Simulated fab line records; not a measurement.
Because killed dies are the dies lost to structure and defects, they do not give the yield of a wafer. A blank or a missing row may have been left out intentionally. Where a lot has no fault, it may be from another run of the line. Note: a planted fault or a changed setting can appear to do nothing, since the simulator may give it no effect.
What tool caused it? | flow gf180mcu | 9 lots, 27 wafers sampled, at 3 steps of a route of 602

## WHAT THE GAUGES SHOWED, per wafer
GF_PSD_TW_MEAS_11.
lot  | measured     | on            | PSD_TW
L542 | day 14 06:49 | film_metro-02 | 3139 3143 3143
L543 | day 14 17:16 | film_metro-02 | 3149 3133 3140
L544 | day 15 02:06 | film_metro-01 | 3136 3140 3128
L545 | day 15 07:18 | film_metro-01 | 3139 3149 3135
L548 | day 16 07:09 | film_metro-03 | 3214 3221 3213
L549 | day 16 12:11 | film_metro-01 | 3149 3160 3136
L552 | day 17 17:57 | film_metro-02 | 2117 2127 2118
L553 | day 18 01:39 | film_metro-01 | 2118 2126 2115
L554 | day 18 16:18 | film_metro-02 | 2149 2132 2150

## TOOL THAT RAN EACH LOT (tool first, then ch and the chambers of the sampled wafers, then the start)
lot  | GF_PSD_IMPLANT_09               | GF_PSD_STRIP_10
L542 | implanter-03 ch 0, day 14 06:36 | plasma_asher-01 ch 0,1, day 14 06:44
L543 | implanter-01 ch 0, day 14 17:03 | plasma_asher-02 ch 0,1, day 14 17:11
L544 | implanter-03 ch 0, day 15 01:51 | plasma_asher-02 ch 0,1, day 15 02:00
L545 | implanter-01 ch 0, day 15 07:03 | plasma_asher-02 ch 0,1, day 15 07:12
L548 | implanter-04 ch 0, day 16 06:54 | plasma_asher-02 ch 0,1, day 16 07:03
L549 | implanter-04 ch 0, day 16 11:56 | plasma_asher-02 ch 0,1, day 16 12:05
L552 | implanter-04 ch 0, day 17 17:42 | plasma_asher-02 ch 1, day 17 17:51
L553 | implanter-01 ch 0, day 18 01:24 | plasma_asher-04 ch 0,1, day 18 01:33
L554 | implanter-04 ch 0, day 18 16:05 | plasma_asher-02 ch 0,1, day 18 16:13
- GF_PSD_IMPLANT_09
- GF_PSD_STRIP_10: strips in O2/N2.

## THE ANSWER, worked out from the rows above alone
Rule: the usual values come from the lots themselves. The widest of any qualifying gaps counts: lots, ordered by their means at a reading, are off when they make up no more than a third of the lots, leave a main group of 4 or more, and stand apart from it by 3 or more times the standard deviation of that group's means. Not used: any main group whose means are identical at the precision the tables above print for the reading. A lot without any number at a reading at which 4 lots or more have one is off too. The other lots that the step has rows for count as sound.
Off: L552, L553, L554, at GF_PSD_TW_MEAS_11 (PSD_TW). Main group: mean 3154, sd 28.
If a tool, at a process step before that reading, ran all the lots that are off and no sound lot after the first of them, it fits. Gauges at GF_PSD_TW_MEAS_11: tried the same way as those tools. Not one of the candidates tried fits.

## WHAT THE SIMULATOR PUT IN
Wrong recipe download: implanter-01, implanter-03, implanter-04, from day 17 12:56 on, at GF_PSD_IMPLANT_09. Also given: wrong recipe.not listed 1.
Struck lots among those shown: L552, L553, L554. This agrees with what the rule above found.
